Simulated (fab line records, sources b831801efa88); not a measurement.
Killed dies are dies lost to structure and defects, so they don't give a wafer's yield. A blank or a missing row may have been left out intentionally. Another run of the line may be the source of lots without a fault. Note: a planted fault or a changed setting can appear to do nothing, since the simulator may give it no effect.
The tool behind it: which one? + flow sky130 + Sampling: 13 lots, 39 wafers, 3 of 708 route steps

WHAT EACH GAUGE READ, for each wafer
SKY_LDD_P_TW_MEAS_11. Usual: for LDD_P_TW the level is 628.6 and the standard deviation is 2.6.
| lot  | measured     | on            | LDD_P_TW                      | flag |
|------|--------------|---------------|-------------------------------|------|
| L301 | day 19 06:19 | film-metro-03 | 629.3 634.3 633.8             |      |
| L303 | day 20 16:15 | film-metro-04 | 629.9 636.2 630.7             |      |
| L304 | day 20 16:01 | film-metro-04 | 631.9 631.8 633.4             |      |
| L308 | day 21 18:01 | film-metro-03 | 29.7 29.6 29.7 29.7 29.6 29.5 | OFF  |
| L307 | day 21 18:19 | film-metro-03 | 29.4 29.6 29.6 29.6 29.6 29.6 | OFF  |
| L309 | day 22 06:40 | film-metro-03 | 625.3 628.9 629.8             |      |
| L312 | day 24 16:34 | film-metro-01 | 628.8 629.5 629.2             |      |
| L315 | day 24 18:06 | film-metro-01 | 626.5 631.0 628.2             |      |
| L317 | day 25 00:39 | film-metro-03 | 626.5 628.9 628.2             |      |
| L318 | day 25 05:01 | film-metro-01 | 630.4 628.3 628.0             |      |
| L319 | day 25 23:19 | film-metro-03 | 626.6 628.1 625.9             |      |
| L322 | day 26 15:36 | film-metro-03 | 628.0 627.2 627.5             |      |
| L321 | day 26 17:21 | film-metro-03 | 623.4 627.5 627.5             |      |

EACH LOT AND THE TOOL THAT RAN IT (in order: tool; ch and the chambers of the sampled wafers; start)
| lot  | SKY_LDD_N_STRIP_16                   | SKY_LDD_P_STRIP_10                   |
|------|--------------------------------------|--------------------------------------|
| L301 | plasma-asher-03 ch 0,1, day 18 01:13 | plasma-asher-04 ch 0,1, day 19 06:14 |
| L303 | plasma-asher-03 ch 0,1, day 19 10:53 | plasma-asher-04 ch 0,1, day 20 16:09 |
| L304 | plasma-asher-01 ch 0,1, day 19 10:55 | plasma-asher-02 ch 0,1, day 20 15:56 |
| L308 | plasma-asher-03 ch 0,1, day 20 13:01 | plasma-asher-04 ch 0,1, day 21 17:56 |
| L307 | plasma-asher-01 ch 0,1, day 20 13:17 | plasma-asher-02 ch 0,1, day 21 18:12 |
| L309 | plasma-asher-04 ch 0,1, day 20 23:40 | plasma-asher-03 ch 0,1, day 22 06:34 |
| L312 | plasma-asher-03 ch 0,1, day 23 11:07 | plasma-asher-02 ch 0,1, day 24 16:29 |
| L315 | plasma-asher-03 ch 0,1, day 23 12:17 | plasma-asher-03 ch 0,1, day 24 18:00 |
| L317 | plasma-asher-03 ch 0,1, day 23 18:35 | plasma-asher-04 ch 1, day 25 00:33   |
| L318 | plasma-asher-04 ch 0,1, day 24 00:07 | plasma-asher-04 ch 0,1, day 25 04:56 |
| L319 | plasma-asher-03 ch 0,1, day 24 16:49 | plasma-asher-03 ch 0,1, day 25 23:14 |
| L322 | plasma-asher-04 ch 0,1, day 25 10:08 | plasma-asher-03 ch 1, day 26 15:30   |
| L321 | plasma-asher-03 ch 0,1, day 25 11:59 | plasma-asher-02 ch 0,1, day 26 17:15 |
- SKY_LDD_N_STRIP_16: strips in O2/N2.
- SKY_LDD_P_STRIP_10: strips in O2/N2.

WHAT THE TOOLS THEMSELVES READ (means of the sampled wafers that have a number; where no wafer has one, the mark that the record gives instead)
SKY_LDD_N_STRIP_16. Usual: chamber-pressure-mTorr 1499.9 mTorr, standard deviation 1.3; drypump-motor-current-A 5.4 A, standard deviation 0.37; o2-flow-sccm 3002 sccm, standard deviation 16; oes-product-au 0.407 a.u., standard deviation 0.0047; strip-time-to-endpoint-s 4.317 s, standard deviation 0.013.
| lot  | tool            | chamber-pressure-mTorr (mTorr) | drypump-motor-current-A (A) | o2-flow-sccm (sccm) | oes-product-au (a.u.) | strip-time-to-endpoint-s (s) | flag |
|------|-----------------|--------------------------------|-----------------------------|---------------------|-----------------------|------------------------------|------|
| L301 | plasma-asher-03 | 1500.5                         | 5.1                         | 2998                | 0.408                 | 4.317                        |      |
| L303 | plasma-asher-03 | 1500.9                         | 5.1                         | 2981                | 0.408                 | 4.310                        |      |
| L304 | plasma-asher-01 | 1500.1                         | 6.0                         | 3007                | 0.410                 | 4.327                        |      |
| L308 | plasma-asher-03 | -                              | -                           | -                   | -                     | -                            | OFF  |
| L307 | plasma-asher-01 | -                              | -                           | -                   | -                     | -                            | OFF  |
| L309 | plasma-asher-04 | 1499.0                         | 5.7                         | 2999                | 0.408                 | 4.319                        |      |
| L312 | plasma-asher-03 | 1498.7                         | 5.2                         | 3002                | 0.403                 | 4.321                        |      |
| L315 | plasma-asher-03 | 1500.1                         | 5.1                         | 2994                | 0.404                 | 4.312                        |      |
| L317 | plasma-asher-03 | 1500.2                         | 5.0                         | 3004                | 0.407                 | 4.299                        |      |
| L318 | plasma-asher-04 | 1498.8                         | 5.6                         | 2995                | 0.405                 | 4.306                        |      |
| L319 | plasma-asher-03 | 1500.9                         | 5.1                         | 2988                | 0.406                 | 4.319                        |      |
| L322 | plasma-asher-04 | 1500.2                         | 5.6                         | 3000                | 0.409                 | 4.335                        |      |
| L321 | plasma-asher-03 | 1500.2                         | 5.1                         | 2992                | 0.403                 | 4.326                        |      |

SKY_LDD_P_STRIP_10. Usual: chamber-pressure-mTorr 1500.0 mTorr, standard deviation 1.3; drypump-motor-current-A 5.44 A, standard deviation 0.3; o2-flow-sccm 3000 sccm, standard deviation 9.7; oes-product-au 0.715 a.u., standard deviation 0.0048; strip-time-to-endpoint-s 14.19 s, standard deviation 0.043.
| lot  | tool            | chamber-pressure-mTorr (mTorr) | drypump-motor-current-A (A) | o2-flow-sccm (sccm) | oes-product-au (a.u.) | strip-time-to-endpoint-s (s) | flag |
|------|-----------------|--------------------------------|-----------------------------|---------------------|-----------------------|------------------------------|------|
| L301 | plasma-asher-04 | 1499.4                         | 5.62                        | 3012                | 0.715                 | 14.19                        |      |
| L303 | plasma-asher-04 | 1501.3                         | 5.62                        | 3005                | 0.718                 | 14.25                        |      |
| L304 | plasma-asher-02 | 1499.2                         | 5.61                        | 2990                | 0.715                 | 14.19                        |      |
| L308 | plasma-asher-04 | 1500.8                         | 5.66                        | 3008                | 0.719                 | 18.75                        | OFF  |
| L307 | plasma-asher-02 | 1498.9                         | 5.67                        | 2998                | 0.717                 | 18.78                        | OFF  |
| L309 | plasma-asher-03 | 1499.4                         | 5.00                        | 3003                | 0.715                 | 14.14                        |      |
| L312 | plasma-asher-02 | 1500.5                         | 5.60                        | 2995                | 0.710                 | 14.25                        |      |
| L315 | plasma-asher-03 | 1499.4                         | 5.01                        | 3005                | 0.713                 | 14.18                        |      |
| L317 | plasma-asher-04 | 1501.4                         | 5.60                        | 3001                | 0.716                 | 14.18                        |      |
| L318 | plasma-asher-04 | 1500.9                         | 5.65                        | 2995                | 0.714                 | 14.17                        |      |
| L319 | plasma-asher-03 | 1499.6                         | 5.11                        | 2984                | 0.716                 | 14.22                        |      |
| L322 | plasma-asher-03 | 1500.3                         | 5.24                        | 2998                | 0.720                 | 14.12                        |      |
| L321 | plasma-asher-02 | 1499.5                         | 5.68                        | 3003                | 0.710                 | 14.14                        |      |

THE ANSWER, worked out from the rows above alone
Rule: take the mean of a lot's wafers that have a number; if it is more than 3 standard deviations from the usual mean, the lot is off. Also off: a lot with no number at a reading for which 4 or more lots have one. Any other lot the step has rows for is counted as sound. First the gauges in route order, then the tools' own readings, where a lot's mean is used as printed above. At the first step where some lot is off, the reading lying furthest off is the one used; lots without a number count as furthest.
Off: L308, L307, at SKY_LDD_P_TW_MEAS_11 (LDD_P_TW).
If a tool, at a process step before that reading, ran all the lots that are off and no sound lot after the first of them, it fits. Not tried: the gauges at SKY_LDD_P_TW_MEAS_11; whatever is off there is also off at SKY_LDD_N_STRIP_16, on other tools, and gauge error can't account for it. Not one of the candidates tried fits.

WHAT THE SIMULATOR HAD PUT IN
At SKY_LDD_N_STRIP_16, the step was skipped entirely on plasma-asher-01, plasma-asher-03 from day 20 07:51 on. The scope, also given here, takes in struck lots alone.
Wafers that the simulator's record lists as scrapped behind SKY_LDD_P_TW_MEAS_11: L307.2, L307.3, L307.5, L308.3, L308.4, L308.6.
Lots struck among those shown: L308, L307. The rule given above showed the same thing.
